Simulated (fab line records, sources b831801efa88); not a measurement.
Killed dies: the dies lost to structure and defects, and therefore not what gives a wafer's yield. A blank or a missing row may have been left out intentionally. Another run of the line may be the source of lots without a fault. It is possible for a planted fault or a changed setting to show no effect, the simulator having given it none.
Problem report, 8D (eight disciplines) form, completed by code :: flow gf180mcu :: the parts of the form that need people (team, actions taken, sign-off) are left out

== 1. THE ISSUE ==
Wafers without a fault read 400.3 nm, standard deviation 2.6; cd_nm at GF_NSD_CD_MEAS_07 reads a mean of 420.6 nm on 3 wafers belonging to 3 lots. That is +7.8 standard deviations from the usual mean.
The step: target cd 400 nm.
The first sign was on wafer L228.4 at day 16 11:34, on cd_sem-02. Wafers with a number at this step in the record: 43, from 15 lots. Rule for "out", or "out of limits": more than 4 standard deviations from the usual mean. All remaining wafers that have a number are taken as sound.

== 2. WHAT IT IS; WHAT IT IS NOT ==
question: which readings at this step
is: cd_nm
is not: -

question: which lots
is: L228, L230, L233
is not: L219, L220, L222, L223, L224, L234, L235, L236, L238, L240, L241, L242

question: which wafers of those lots
is: L228.4, L230.1, L233.1
is not: L228.3, L230.2, L233.3, L233.6

question: read on which gauges
is: cd_sem-01, cd_sem-02
is not: -

question: when
is: from day 16 11:34
is not: up to then (16 sound wafers); but 24 sound wafers of L230, L233, L234, L235, L236, L238, L240, L241, L242 came after

== 3. WHAT RULES OUT EACH SUSPECT ==
Counting: if a tool at a process step up to the reading ran every lot that is out, it stays a suspect. Sound lots after the first of them don't rule it out here, since some wafers of a struck lot are sound.
- the gauge at GF_NSD_CD_MEAS_07 has been ruled out. Those wafers that are out were read across 2 gauges (cd_sem-01, cd_sem-02).
- litho_track-04 at GF_NSD_DEVELOP_06 (develop time 60 s): kept. Every lot that is out went through it, the first being L228 (day 16 11:25); the last sound lot it ran before that was L223 (day 14 14:22).
The count leaves litho_track-04 at GF_NSD_DEVELOP_06.

== 4. THE CAUSE (what the simulator had put in) ==
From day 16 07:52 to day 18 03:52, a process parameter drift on litho_track-04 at GF_NSD_DEVELOP_06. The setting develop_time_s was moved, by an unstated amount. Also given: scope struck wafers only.
After counting, this tool was the only one left.

== 5. THE EFFECT CHAIN, in route order ==
Each row: a reading whose mean over the struck wafers that have a number lies more than 3 standard deviations from the usual. Scope: only readings with a usual standard deviation given in the record; hours: median across lots of the time from each lot's start at the first step in this table that gives one to its start at this step; sigmas: change in usual standard deviations.
hours: 0
step: GF_NSD_CD_MEAS_07
reading: cd_nm
usual: 400.3 nm
on struck wafers: 420.6
change: +20.3
sigmas: +7.8

== 6. WHAT WOULD HAVE CAUGHT IT SOONER ==
Counted from the fault's start at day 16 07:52, it took 4 hours until the first out-of-limits reading at a measuring or inspecting step in this record, taken at day 16 11:34.
Of the lots that are out (3), L230, L233 began GF_NSD_DEVELOP_06 on litho_track-04 after day 16 11:34. A hold on the tool at that time would have spared those 2.
